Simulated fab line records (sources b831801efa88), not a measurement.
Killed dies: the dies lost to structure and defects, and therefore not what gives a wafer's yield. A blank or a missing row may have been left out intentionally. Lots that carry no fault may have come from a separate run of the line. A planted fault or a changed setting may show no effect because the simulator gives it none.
Problem report, 8D (eight disciplines) form, completed by code || flow sky130 || the parts of the form that need people (team, actions taken, sign-off) are left out

== 1. THE ISSUE ==
cd_nm at SKY_SONOS_ONO_CD_MEAS_13 reads a mean of 383.4 nm on 4 wafers of 3 lots; wafers without a fault read 409.6 nm with a standard deviation of 2.2. That is -12 standard deviations from the usual mean.
The step: target cd 410 nm.
First seen on wafer L940.2, day 18 13:52, on cd_sem-02. The record holds 36 wafers of 13 lots with a number at this step. The rule behind "out" and "out of limits": a value lying over 4 standard deviations away from the usual mean. Any other wafer with a number is counted as sound.

== 2. WHAT IT IS AND WHAT IT IS NOT ==
{"question": "which readings at this step", "is": "cd_nm", "is not": "-"}
{"question": "which lots", "is": "L940, L941, L944", "is not": "L925, L926, L928, L929, L930, L931, L934, L935, L936, L937"}
{"question": "which wafers of those lots", "is": "L940.2, L940.4, L941.4, L944.4", "is not": "L941.1, L944.1"}
{"question": "read on which gauges", "is": "cd_sem-01, cd_sem-02", "is not": "-"}
{"question": "when", "is": "from day 18 13:52", "is not": "up to then (30 sound wafers); but 2 sound wafers of L941, L944 came after"}

== 3. WHAT RULES OUT EACH SUSPECT ==
Counting: any tool at a process step up to the reading remains a suspect provided it ran every lot that is out. Sound lots after the first of them don't rule it out here, since some wafers of a struck lot are sound.
- the gauge at SKY_SONOS_ONO_CD_MEAS_13: ruled out. The wafers that are out were read on 2 gauges (cd_sem-01, cd_sem-02).
- iline_stepper-02 at SKY_SONOS_ONO_EXPOSE_10 (exposes mask ONOM, target cd 410 nm): kept. Every lot that is out went through it, the first being L940 (day 17 23:37); the last sound lot it ran before that was L936 (day 17 15:26).
After counting, what remains is iline_stepper-02 at SKY_SONOS_ONO_EXPOSE_10.

== 4. THE CAUSE (what the simulator had put in) ==
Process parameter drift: iline_stepper-02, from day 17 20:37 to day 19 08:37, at SKY_SONOS_ONO_EXPOSE_10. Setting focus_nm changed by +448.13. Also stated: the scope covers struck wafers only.
Only this tool survived the counting.

== 5. THE CHAIN OF EFFECTS, in route order ==
Rows list readings where the struck wafers' mean (over those with a number) sits beyond 3 standard deviations from the usual. Scope: only readings with a usual standard deviation given in the record; hours: median across lots of the time from each lot's start at the first step in this table that gives one to its start at this step; sigmas: change in usual standard deviations.
{"hours": 0, "step": "SKY_SONOS_ONO_CD_MEAS_13", "reading": "cd_nm", "usual": "409.6 nm", "on struck wafers": 383.4, "change": -26.2, "sigmas": -12}

== 6. HOW IT WOULD HAVE BEEN CAUGHT EARLIER ==
Counted from the fault's start at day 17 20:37, it took 17 hours until the first out-of-limits reading at a measuring or inspecting step in this record, taken at day 18 13:52.
No tool reading at SKY_SONOS_ONO_EXPOSE_10 that has a usual standard deviation in the record was out on any struck wafer, so an alarm limit of 4 standard deviations on those readings would not have fired.
Among the 3 lots that are out, L944 began SKY_SONOS_ONO_EXPOSE_10 on iline_stepper-02 after day 18 13:52. Putting the tool on hold at that point would have spared it.
